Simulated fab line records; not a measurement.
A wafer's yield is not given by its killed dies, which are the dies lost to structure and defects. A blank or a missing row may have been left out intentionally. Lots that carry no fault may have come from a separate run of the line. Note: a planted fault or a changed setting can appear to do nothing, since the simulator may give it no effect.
A single fault, viewed from 2 desks | flow sky130 | every desk sees just its own numbers, and what lay behind them comes last

DESK OF THE TOOL OWNER: rie-metal-03
The tool's own readings at SKY_METAL3_METAL_ETCH_18 (etches the open film in Cl2/BCl3, stops on SiO2, target depth 845 nm, time 183.1 s): means of the sampled wafers that have a number, for each lot that ran on this tool. If a lot's mean is further than 4 standard deviations from the usual mean, the lot is out of limits and carries the mark OUT (the distance appears in the brackets).
Columns: A = chamber-pressure-mTorr at SKY_METAL3_METAL_ETCH_18, usual 10.000 mTorr; B = drypump-motor-current-A at SKY_METAL3_METAL_ETCH_18, usual 5.8 A; C = oes-product-au at SKY_METAL3_METAL_ETCH_18, usual 0.866 a.u.; D = throttle-valve-pct at SKY_METAL3_METAL_ETCH_18, usual 22.263 %
lot  | first seen here | A                       | B   | C     | D
L314 | day 40 04:38    | 10.002                  | 5.7 | 0.860 | 22.263
L315 | day 40 18:40    | 8.662 (-99 or more) OUT | 6.1 | 0.870 | 22.259
Finding of this desk: L315 out of limits; the first was L315 at day 40 18:40, on chamber-pressure-mTorr at SKY_METAL3_METAL_ETCH_18. Within limits: L314.

METROLOGY DESK
What the gauges read for every lot (on any tool): the sampled wafers with a number, averaged. If a lot's mean is further than 4 standard deviations from the usual mean, the lot is out of limits and carries the mark OUT (the distance appears in the brackets).
Columns: A = cd-nm at SKY_METAL3_CD_MEAS_13, usual 299.7 nm; B = METAL3_OVL at SKY_METAL3_OVL_MEAS_14, usual -2 nm
lot  | first seen here | A     | B
L314 | day 40 04:20    | 299.4 | 5
L315 | day 40 18:22    | 297.8 | 2
L324 | day 43 04:10    | 299.8 | -3
L325 | day 43 10:10    | 300.0 | 0
L328 | day 44 03:07    | 301.6 | -2
Result from this desk: across the 5 lots, nothing is out of limits.

BROUGHT TOGETHER
At day 40 18:40, on L315, the tool owner's desk was in a position to raise an alarm.
At the metrology desk, nothing out of limits was observed.
The metrology desk holds a record of L315, inside its limits.
SKY_METAL3_METAL_ETCH_18 was run on rie-metal-03 by each of the lots named.

WHAT THE SIMULATOR HAD PUT IN
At SKY_METAL3_METAL_ETCH_18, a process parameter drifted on rie-metal-03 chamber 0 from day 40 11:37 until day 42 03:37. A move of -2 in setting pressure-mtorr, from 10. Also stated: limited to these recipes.
Lots struck among those shown: L315.
Hours from the fault's start to each desk's first reading out of limits: the tool owner's desk, 7.
